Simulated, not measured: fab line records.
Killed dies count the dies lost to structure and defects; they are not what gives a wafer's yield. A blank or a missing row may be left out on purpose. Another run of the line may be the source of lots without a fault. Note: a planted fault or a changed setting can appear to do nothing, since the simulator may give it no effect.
2 desks, one fault | flow gf180mcu | only its own numbers are on each desk; what lay behind them is given at the end

== METROLOGY DESK ==
Lot by lot, what the gauges showed, no matter which tool ran the lot: averages of those sampled wafers that carry a number. The brackets show how far a lot's mean lies from the usual mean; more than 4 standard deviations puts the lot out of limits, marked OUT.
Columns: A = M1_OVL at GF_M1_OVL_MEAS_15, usual -2 nm; B = V1_OVL at GF_V1_OVL_MEAS_15, usual -2 nm
lot  | first seen here | A   | B
L831 | day 17 08:32    | 5   | -1
L832 | day 17 19:08    | -2  | 1
L833 | day 17 21:47    | 3   | 0
L835 | day 18 11:33    | 3   | -11
L834 | day 18 18:02    | 2   | -6
L836 | day 19 04:05    | -3  | -8
L837 | day 19 08:50    | -4  | -6
L838 | day 20 06:33    | -7  | 1
L839 | day 20 08:27    | 5   | 1
L840 | day 20 21:26    | -5  | -8
L841 | day 21 03:35    | -6  | 2
L842 | day 21 16:23    | 7   | 9
L843 | day 22 09:08    | -12 | -4
L845 | day 23 00:17    | -8  | 0
This desk found nothing out of limits on any of the 14 lots.

== THE TOOL OWNER'S DESK: cmp-01 ==
The tool's own readings at GF_V1_CMP_26 (polishes, stops on SiO2, t overpolish 15 s, target thk 0 nm): means of the sampled wafers that have a number, for each lot that ran on this tool. The brackets show how far a lot's mean lies from the usual mean; more than 4 standard deviations puts the lot out of limits, marked OUT.
Columns: A = edge zone pressure frac at GF_V1_CMP_26, usual 0.999; B = motor current A at GF_V1_CMP_26, usual 11.4 A; C = overpolish run s at GF_V1_CMP_26, usual 15.000 s; D = time to endpoint s at GF_V1_CMP_26, usual 86 s
lot  | first seen here | A     | B    | C                        | D
L834 | day 19 21:16    | 1.001 | 12.6 | 14.999                   | 85
L836 | day 20 07:13    | 0.994 | 11.4 | 15.003                   | 87
L839 | day 21 11:07    | 0.998 | 10.3 | 14.994                   | 90
L840 | day 21 23:56    | 1.004 | 10.9 | 15.000                   | 83
L842 | day 22 18:46    | 0.999 | 12.1 | 15.007                   | 82
L843 | day 23 10:23    | 1.003 | 12.0 | 10.021 (-99 or more) OUT | 98
L845 | day 24 01:35    | 1.000 | 11.9 | 7.522 (-99 or more) OUT  | 109 (+6.1) OUT
This desk finds L843, L845 out of limits, L843 being first, at day 23 10:23 (overpolish run s at GF_V1_CMP_26). L834, L836, L839, L840, L842: within limits.

== BROUGHT TOGETHER ==
At day 23 10:23, on L843, L845, the tool owner's desk was in a position to raise an alarm.
Metrology desk: nothing out of limits seen.
The metrology desk holds a record of L843, L845, inside its limits.
GF_V1_CMP_26 was run on cmp-01 by each of the lots named.

== WHAT THE SIMULATOR HAD PUT IN ==
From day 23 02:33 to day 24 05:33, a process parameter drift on cmp-01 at GF_V1_CMP_26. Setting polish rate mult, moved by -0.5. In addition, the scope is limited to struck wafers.
Shown lots that were struck: L843, L845.
Hours from the fault's start to each desk's first reading out of limits: the tool owner's desk, 8.
